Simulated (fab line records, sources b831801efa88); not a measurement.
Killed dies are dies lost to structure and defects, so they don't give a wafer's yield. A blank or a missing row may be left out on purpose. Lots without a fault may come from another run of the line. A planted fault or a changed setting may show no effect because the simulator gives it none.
Which tool did it? | flow gf180mcu | 6 lots, 18 wafers sampled, at 2 steps of a route of 602

WHAT THE GAUGES READ, wafer by wafer
GF_V3_RS_MEAS_24: measures by four-point-probe.
lot  | measured     | on            | V3_W_RS (ohm/sq)
L909 | day 22 13:02 | film_metro-04 | 0.336 0.335 0.334
L912 | day 24 00:40 | film_metro-01 | 0.326 0.336 0.327
L915 | day 25 07:39 | film_metro-04 | 0.335 0.329 0.331
L920 | day 26 16:28 | film_metro-02 | 0.332 0.332 0.333
L926 | day 28 11:56 | film_metro-02 | 0.336 0.378 0.381
L929 | day 29 07:22 | film_metro-01 | 0.334 0.328 0.336

WHICH TOOL RAN EACH LOT (tool, then ch and the chambers of the sampled wafers, then the start)
lot  | GF_V3_CVD_23
L909 | cvd_w-02 ch 0,1, day 22 12:56
L912 | cvd_w-01 ch 0,1, day 24 00:32
L915 | cvd_w-02 ch 0,1, day 25 07:32
L920 | cvd_w-02 ch 0,1, day 26 16:22
L926 | cvd_w-02 ch 0,1, day 28 11:49
L929 | cvd_w-01 ch 0,1, day 29 07:15
- GF_V3_CVD_23: deposits W, target thk 350 nm, time 104.9 s.

THE ANSWER, worked out from the rows above alone
Rule: what is usual is taken from the lots themselves. Put in order of their means at a reading, lots are off if they are a third of the lots or fewer, leave a main group of 4 or more, and stand apart from it by a gap of 3 or more times the standard deviation of the main group's means; of several such gaps the widest counts. A main group whose means are all the same, to the digits that the tables above print for the reading, isn't used. A lot without any number at a reading at which 4 lots or more have one is off too. The other lots that the step has rows for count as sound.
Off: L926, at GF_V3_RS_MEAS_24 (V3_W_RS). The main group: mean 0.332 ohm/sq, standard deviation 0.0017.
A tool fits if, at a process step before that reading, it ran every lot that is off, and no sound lot after the first of them. The gauges at GF_V3_RS_MEAS_24 are tried like those tools. Can't be told from this: 2 tools fit, cvd_w-02 at GF_V3_CVD_23, film_metro-02 at GF_V3_RS_MEAS_24.

WHAT THE SIMULATOR HAD PUT IN
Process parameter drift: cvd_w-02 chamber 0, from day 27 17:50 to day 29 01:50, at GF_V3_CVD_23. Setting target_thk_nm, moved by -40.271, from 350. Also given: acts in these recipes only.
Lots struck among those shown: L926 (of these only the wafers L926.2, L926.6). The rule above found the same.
